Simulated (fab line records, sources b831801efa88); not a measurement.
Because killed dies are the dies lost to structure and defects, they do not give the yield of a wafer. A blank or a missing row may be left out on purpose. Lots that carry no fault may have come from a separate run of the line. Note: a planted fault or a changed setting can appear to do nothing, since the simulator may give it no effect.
A lot that was struck, set against a sound lot	flow gf180mcu	17 steps out of a route of 602
Sound: these wafers, L692.1, L692.2, L692.6. The struck wafers were L700.1, L700.6. The cause comes at the end.
Per side, at each step with rows, come the tool, then ch with its chambers, and then its first start. Under that, the readings that differ: sound wafers	struck wafers	difference of the means	sigmas: that difference in standard deviations of wafers without a fault.
alike: a reading whose means differ by less than 2 such deviations, as well as words and numbers matching on both sides. not compared: withheld readings; readings where some wafer has no value; bounds like >300 that might hide an equal value; numbers whose values overlap and for which the record gives no deviation.
Wherever a step has rows on one side only, a row that says differs or no value, or a row with sigmas, the two part there. When numbers do not overlap yet have no deviation, they are printed without sigmas and do not part them. A reading that every wafer of one side lacks parts them only if that side has two wafers or more.

first, 4 steps without rows for these wafers: GF_M4_SOFTBAKE_10 (time 60 s); GF_M4_EXPOSE_11 (exposes mask Metal4, target cd 280 nm); GF_M4_PEB_12 (peb time 90 s); GF_M4_DEVELOP_13 (develop time 60 s).
GF_M4_CD_MEAS_14: the cd target is 280 nm.
  sound on cdSem-02, day 28 01:33; struck on cdSem-02, day 30 01:45
  alike: cdNm
GF_M4_OVL_MEAS_15:
  sound on overlay-01, day 28 01:40; struck on overlay-01, day 30 01:52
  alike: M4_OVL
GF_M4_METAL_ETCH_16: etches the open film in Cl2/BCl3, stops on SiO2, target depth 750.8 nm, time 125.1 s.
  sound on rieMetal-02 ch 0,1, day 28 01:42; struck on rieMetal-02 ch 1, day 30 01:54
  alike: chamberPressureMTorr, drypumpMotorCurrentA, oesProductAu, throttleValvePct
  not compared: rfHoursCounterH
GF_M4_STRIP_17: strips in O2/N2.
  sound on plasmaAsher-02 ch 0,1, day 28 01:50; struck on plasmaAsher-01 ch 0,1, day 30 02:02
reading	sound	struck	difference	sigmas
stripTimeToEndpointS (s)	7.36 7.38 7.40	7.44 7.51	+0.09	+2
  alike: chamberPressureMTorr, drypumpMotorCurrentA, heaterPowerW, oesProductAu
  not compared: rfHoursCounterH
then, 3 steps without rows for these wafers: GF_M4_STRIP_18 (strips in post etch residue remover, time 1200 s); GF_M4_CLEAN_19 (cleans in DIW); GF_V4_CVD_00 (deposits SiO2, target thk 600 nm, time 100 s).
GF_V4_THK_MEAS_01:
  sound on filmMetro-04, day 28 02:31; struck on filmMetro-04, day 30 02:38
  alike: V4_CVD_00_THK
GF_V4_CVD_02: deposits SiO2 from TEOS, target thk 850 nm, time 94.851 s.
  sound on pecvd-04 ch 0,1,2, day 28 02:35; struck on pecvd-04 ch 0,1, day 30 02:42
reading	sound	struck	difference	sigmas
model.SiO2_of_V4_CVD_02.thkNm (nm)	844.6 827.1 843.8	735.6 750.8	-95.3	
  alike: heaterPowerW
  not compared: sinceWetCleanH
GF_V4_THK_MEAS_03:
  sound on filmMetro-01, day 28 02:39; struck on filmMetro-01, day 30 02:46
reading	sound	struck	difference	sigmas
V4_CVD_02_THK (nm)	844 828 844	735 751	-96	-9
GF_V4_CMP_04: polishes SiO2.
  sound on cmp-02 ch 0,2,3, day 28 02:48; struck on cmp-02 ch 0,3, day 30 02:53
reading	sound	struck	difference	sigmas
timeToEndpointS (s)	74 68 75	39 44	-31	-6
  alike: motorCurrentA, retainingRingPressureFrac
GF_V4_BOW_MEAS_05:
  sound on filmMetro-04, day 28 03:03; struck on filmMetro-01, day 30 03:08
  alike: V4_BOW
GF_PASSIVATION_PROBE_99:
  sound wafers here have rows in the record (prober-01, day 33 00:08); struck ones have none

== WHERE THEY PART ==
Earliest at GF_M4_STRIP_17; latest, in this record, at GF_PASSIVATION_PROBE_99.

WHY: the cause the simulator had injected
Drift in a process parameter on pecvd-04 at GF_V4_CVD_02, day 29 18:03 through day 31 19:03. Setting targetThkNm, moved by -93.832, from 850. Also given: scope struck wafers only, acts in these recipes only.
